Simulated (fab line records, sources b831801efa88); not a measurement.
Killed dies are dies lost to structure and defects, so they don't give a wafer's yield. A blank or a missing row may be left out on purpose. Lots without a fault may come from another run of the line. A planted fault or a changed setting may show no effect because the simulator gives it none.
A struck lot beside a sound one | flow sky130 | 37 steps out of a route of 708
Sound: wafers L161.1, L161.2, L161.5. Struck: wafer L162.1. (L162.2, L162.5 of the same lot were not struck and are left out.) The cause comes at the end.
At each step with rows: each side's tool, then ch and its chambers, then its first start. Under that, the readings that differ: sound wafers | struck wafers | difference of the means | sigmas: that difference in standard deviations of wafers without a fault.
alike: readings whose means differ by less than 2 such deviations, and words and numbers that are the same on both sides. not compared: withheld readings, readings that some wafer has no value for, bounds like >300 that may hide the same value, and numbers for which the record gives no deviation and whose values overlap.
The two part at a step that has a row with sigmas, a row that says differs or no value, or rows on one side only. Numbers that don't overlap but have no deviation are shown without sigmas and don't part them. A reading that every wafer of one side lacks parts them only if that side has two wafers or more.

first, 9 steps without rows for these wafers: SKY_VIA2_SPUTTER_20 (material TiN, target thk 20 nm, time 80 s); SKY_VIA2_CVD_21 (deposits W, target thk 420 nm, time 126.4 s); SKY_VIA2_CMP_24 (polishes, stops on SiO2, t overpolish 20 s, target thk 0 nm); SKY_METAL3_SPUTTER_00 (material Ti, target thk 15 nm, time 10 s); SKY_METAL3_SPUTTER_01 (material TiN, target thk 20 nm, time 16.7 s); SKY_METAL3_SPUTTER_02 (material AlCu, target thk 735 nm, time 39.1 s); SKY_METAL3_SPUTTER_03 (material Ti, target thk 5 nm, time 3.3 s); SKY_METAL3_SPUTTER_04 (material TiN, target thk 70 nm, time 58.3 s); SKY_CAPM_CVD_00 (deposits SiO2, target thk 15.5 nm).
SKY_CAPM_SPUTTER_02: material TiN, target thk 200 nm, time 166.7 s.
  sound on pvd_sputter-02, day 38 16:48; struck on pvd_sputter-02, day 39 12:11
  reading                                  | sound                | struck | difference | sigmas
  cathode_dc_power_W (W)                   | 6499.5 6499.9 6499.2 | 5186.8 | -1312.7    | -99 or more
  throttle_valve_pct (%)                   | 30.1 32.0 30.3       | 28.2   | -2.6       | -3
  model.TiN_of_CAPM_SPUTTER_02.thk_nm (nm) | 203.5 200.5 202.6    | 160.4  | -41.8      |
  alike: susceptor_temp_C
SKY_CAPM_RS_MEAS_03: measures by four-point-probe.
  sound on film_metro-04, day 38 16:54; struck on film_metro-02, day 39 12:35
  reading              | sound          | struck | difference | sigmas
  CAPM_TIN_RS (ohm/sq) | 6.78 6.89 6.81 | 8.67   | +1.84      | +28
  not compared: hold
SKY_CAPM_THK_MEAS_04: measures by xrf.
  sound on film_metro-04, day 38 17:01; struck on film_metro-02, day 39 17:01
  reading           | sound             | struck | difference | sigmas
  CAPM_TIN_THK (nm) | 201.0 199.7 200.4 | 157.6  | -42.8      | -19
  not compared: hold
then, 6 steps without rows for these wafers: SKY_CAPM_HMDS_06 (prime time 60 s); SKY_CAPM_COAT_07 (resist thk 1140 nm); SKY_CAPM_SOFTBAKE_08 (time 60 s); SKY_CAPM_EXPOSE_09 (exposes mask CAPM, target cd 1000 nm); SKY_CAPM_PEB_10; SKY_CAPM_DEVELOP_11 (develop time 60 s).
SKY_CAPM_METAL_ETCH_13: etches TiN in Cl2/BCl3, stops on SiO2, target depth 220 nm, time 62.9 s.
  sound on rie_metal-04 ch 0,1, day 39 18:13; struck on rie_metal-04 ch 0, day 40 13:50
  reading                | sound                | struck | difference | sigmas
  oes_product_au (a.u.)  | 0.951 0.938 0.947    | 0.829  | -0.116     | -18
  throttle_valve_pct (%) | 21.887 21.895 21.884 | 21.964 | +0.075     | +8
  alike: chamber_pressure_mTorr, drypump_motor_current_A
  not compared: rf_hours_counter_h
then, 16 steps without rows for these wafers: SKY_CAPM_STRIP_14 (strips in O2/N2); SKY_CAPM_STRIP_15 (strips in post etch residue remover, time 1200 s); SKY_CAPM_CLEAN_16 (cleans in IPA, time 180 s); SKY_CAPM_CLEAN_17 (cleans in O3/DIW); SKY_METAL3_DEHYDRATE_05 (time 60 s); SKY_METAL3_HMDS_06 (prime time 60 s); SKY_METAL3_COAT_07 (resist thk 60 nm); SKY_METAL3_COAT_08 (resist thk 1140 nm); SKY_METAL3_SOFTBAKE_09 (time 90 s); SKY_METAL3_EXPOSE_10 (exposes mask MM3, target cd 300 nm); SKY_METAL3_PEB_11; SKY_METAL3_DEVELOP_12 (develop time 60 s); SKY_METAL3_DESCUM_15 (chemistry O2, time 8 s); SKY_METAL3_ETCH_16 (etches BARC in N2/H2, stops on SiO2, time 88.2 s, target depth 60 nm); SKY_METAL3_ETCH_17 (etches SiO2 in C4F8/O2/Ar, stops on TiN, time 3.9 s, target depth 15 nm); SKY_METAL3_METAL_ETCH_18 (etches the open film in Cl2/BCl3, stops on SiO2, target depth 845 nm, time 183.1 s).
SKY_METAL3_STRIP_20: strips in post etch residue remover, time 1200 s.
  sound on wet_bench-01 ch 3, day 40 20:31; struck on wet_bench-01 ch 1, day 41 15:26
  reading                                  | sound             | struck | difference | sigmas
  model.TiN_of_CAPM_SPUTTER_02.thk_nm (nm) | 202.7 199.6 201.7 | 159.5  | -41.8      |
-- the record jumps here: 7 days lie between the struck wafers' starts before and after (it left off in module METAL3 and takes up again in module PAD_OPEN, whose first step shown is number 708 of the route) --
SKY_PAD_OPEN_PROBE_99:
  sound on prober-01, day 47 19:43; struck on prober-02, day 48 11:02
  reading                              | sound                | struck | difference | sigmas
  model.etest.cap_mim.plate_ohm_sq     | 5.887 5.993 5.941    | 7.464  | +1.524     |
  model.etest.cap_mim.bv_v (V)         | 14.13 13.76 14.35    | 12.77  | -1.31      |
  model.etest.cap_mim.leak_log10_a_cm2 | -8.998 -8.878 -9.009 | -8.357 | +0.605     |
  alike: defect_limited_yield, killed_at_M0_to_M3, killed_at_M4_up, killed_at_contacts, killed_at_front_end, killed_at_other, killed_dies, killed_open, killed_short, sort_bin_3_pad_short, sort_bin_5_function, sort_bin_6_memory, sort_n_pass, sort_yield_pct

WHERE THEY PART
First at SKY_CAPM_SPUTTER_02; last, within this record, at SKY_CAPM_METAL_ETCH_13. Later steps at which nothing parts them and some readings are alike: SKY_PAD_OPEN_PROBE_99.

WHY: what the simulator had put in
Process parameter drift: pvd_sputter-02, from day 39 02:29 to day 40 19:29, at SKY_CAPM_SPUTTER_02. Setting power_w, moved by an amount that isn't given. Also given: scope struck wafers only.
